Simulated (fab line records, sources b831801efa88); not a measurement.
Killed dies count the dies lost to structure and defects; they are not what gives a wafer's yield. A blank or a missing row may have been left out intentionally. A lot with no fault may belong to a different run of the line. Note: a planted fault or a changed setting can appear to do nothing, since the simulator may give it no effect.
What tool caused it? -- flow sky130 -- 36 wafers from 12 lots sampled at 4 of the route's 708 steps

== WHAT EACH GAUGE READ, for each wafer ==
SKY_POLY_CUT_OVL_MEAS_09.
lot,measured,on,POLY_CUT_OVL (nm)
L620,day 24 20:41,overlay-01,-9 -7 -8
L622,day 26 00:27,overlay-02,-8 -7 -8
L623,day 26 02:50,overlay-01,-7 -1 0
L628,day 27 17:44,overlay-01,7 -5 -4
L630,day 28 21:41,overlay-01,-9 -2 -9
L631,day 28 21:41,overlay-02,12 5 -3
L632,day 29 03:41,overlay-02,-6 6 2
L635,day 30 06:56,overlay-02,-2 4 -2
L636,day 30 22:00,overlay-02,13 -5 12
L639,day 31 13:23,overlay-01,-10 -15 -9
L640,day 31 23:32,overlay-02,5 1 -5
L641,day 32 02:19,overlay-02,5 11 9

SKY_SD_P_CD_MEAS_07: the cd target is 380 nm.
lot,measured,on,cd-nm (nm)
L620,day 26 01:35,cd-sem-01,381.2 383.3 380.3
L622,day 27 05:06,cd-sem-02,378.1 382.1 381.0
L623,day 27 08:08,cd-sem-02,378.2 380.4 379.8
L628,day 28 22:37,cd-sem-02,374.6 378.4 375.9
L630,day 30 00:31,cd-sem-02,379.6 378.1 240.2
L631,day 30 00:49,cd-sem-01,377.5 240.0 377.3
L632,day 30 06:47,cd-sem-01,382.6 382.1 381.6
L635,day 31 09:43,cd-sem-01,379.3 378.3 377.3
L636,day 32 01:24,cd-sem-02,376.5 376.0 377.5
L639,day 32 16:58,cd-sem-02,380.2 381.7 382.2
L640,day 33 02:12,cd-sem-01,372.3 376.1 373.9
L641,day 33 05:26,cd-sem-01,379.8 380.6 381.4

== WHICH TOOL RAN EACH LOT (tool, then ch and the chambers of the sampled wafers, then the start) ==
lot,SKY_SPACER_ETCHBACK_02,SKY_SD_P_DEVELOP_06
L620,"rie-diel-01 ch 0,2,3, day 23 15:21","litho-track-02 ch 0, day 26 01:26"
L622,"rie-diel-01 ch 1,2,3, day 24 19:31","litho-track-02 ch 0, day 27 04:58"
L623,"rie-diel-03 ch 2,3, day 24 21:46","litho-track-02 ch 0, day 27 07:59"
L628,"rie-diel-03 ch 0,1,3, day 26 12:17","litho-track-03 ch 0, day 28 22:28"
L630,"rie-diel-03 ch 0,1,3, day 27 16:47","litho-track-03 ch 0, day 30 00:22"
L631,"rie-diel-02 ch 0,1,2, day 27 16:47","litho-track-03 ch 0, day 30 00:40"
L632,"rie-diel-01 ch 0,2, day 27 23:04","litho-track-02 ch 0, day 30 06:38"
L635,"rie-diel-02 ch 1,2,3, day 29 03:32","litho-track-04 ch 0, day 31 09:34"
L636,"rie-diel-03 ch 0,3, day 29 17:54","litho-track-02 ch 0, day 32 01:15"
L639,"rie-diel-01 ch 0,2,3, day 30 10:06","litho-track-02 ch 0, day 32 16:44"
L640,"rie-diel-01 ch 0,1, day 30 19:50","litho-track-02 ch 0, day 33 02:03"
L641,"rie-diel-01 ch 0,1,3, day 30 22:28","litho-track-02 ch 0, day 33 05:18"
- SKY_SPACER_ETCHBACK_02: etches Si3N4 in CH3F/O2, stops on SiO2, time 46.7 s, target depth 45 nm.
- SKY_SD_P_DEVELOP_06: develop time 60 s.

== AS READ BY THE TOOLS THEMSELVES (means over the sampled wafers that have a number; for cases with no such wafer, the mark the record gives instead) ==
SKY_SPACER_ETCHBACK_02.
lot,tool,drypump-motor-current-A (A),oes-product-au (a.u.),throttle-valve-pct (%)
L620,rie-diel-01,5.57,0.853,10.561
L622,rie-diel-01,5.68,0.854,10.573
L623,rie-diel-03,5.79,0.855,10.563
L628,rie-diel-03,5.64,0.860,10.554
L630,rie-diel-03,5.62,0.856,10.560
L631,rie-diel-02,5.60,0.863,10.569
L632,rie-diel-01,5.67,0.864,10.562
L635,rie-diel-02,5.62,0.857,10.563
L636,rie-diel-03,5.78,0.853,10.563
L639,rie-diel-01,5.56,0.852,10.566
L640,rie-diel-01,5.73,0.853,10.559
L641,rie-diel-01,5.54,0.853,10.547

== THE ANSWER, worked out from the rows above alone ==
Rule: the lots themselves supply what counts as usual. The widest of any qualifying gaps counts: lots, ordered by their means at a reading, are off when they make up no more than a third of the lots, leave a main group of 4 or more, and stand apart from it by 3 or more times the standard deviation of that group's means. If all means in a main group match to the digits the tables above print for the reading, that group is not used. A lot without any number at a reading at which 4 lots or more have one is off too. The other lots that the step has rows for count as sound. After the gauges, taken in route order, come the tools' own readings; for these a lot's mean is taken, as printed above. The first step at which some lot is off is used, and at that step the reading that is off furthest; a lot without a number counts as furthest.
Off at SKY_SD_P_CD_MEAS_07 (cd-nm): L630, L631. Mean 379.1 nm and standard deviation 2.5 in the main group.
A tool fits if, at a process step before that reading, it ran every lot that is off, and no sound lot after the first of them. Those tools and the gauges at SKY_SD_P_CD_MEAS_07 are tried in the same way. One fits: litho-track-03 at SKY_SD_P_DEVELOP_06. Its last sound lot is L628 (day 28 22:28), its first lot that is off L630 (day 30 00:22): a fault that began between those two fits.

== WHAT THE SIMULATOR HAD INSERTED ==
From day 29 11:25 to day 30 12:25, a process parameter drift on litho-track-03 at SKY_SD_P_DEVELOP_06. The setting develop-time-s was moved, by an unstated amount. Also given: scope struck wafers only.
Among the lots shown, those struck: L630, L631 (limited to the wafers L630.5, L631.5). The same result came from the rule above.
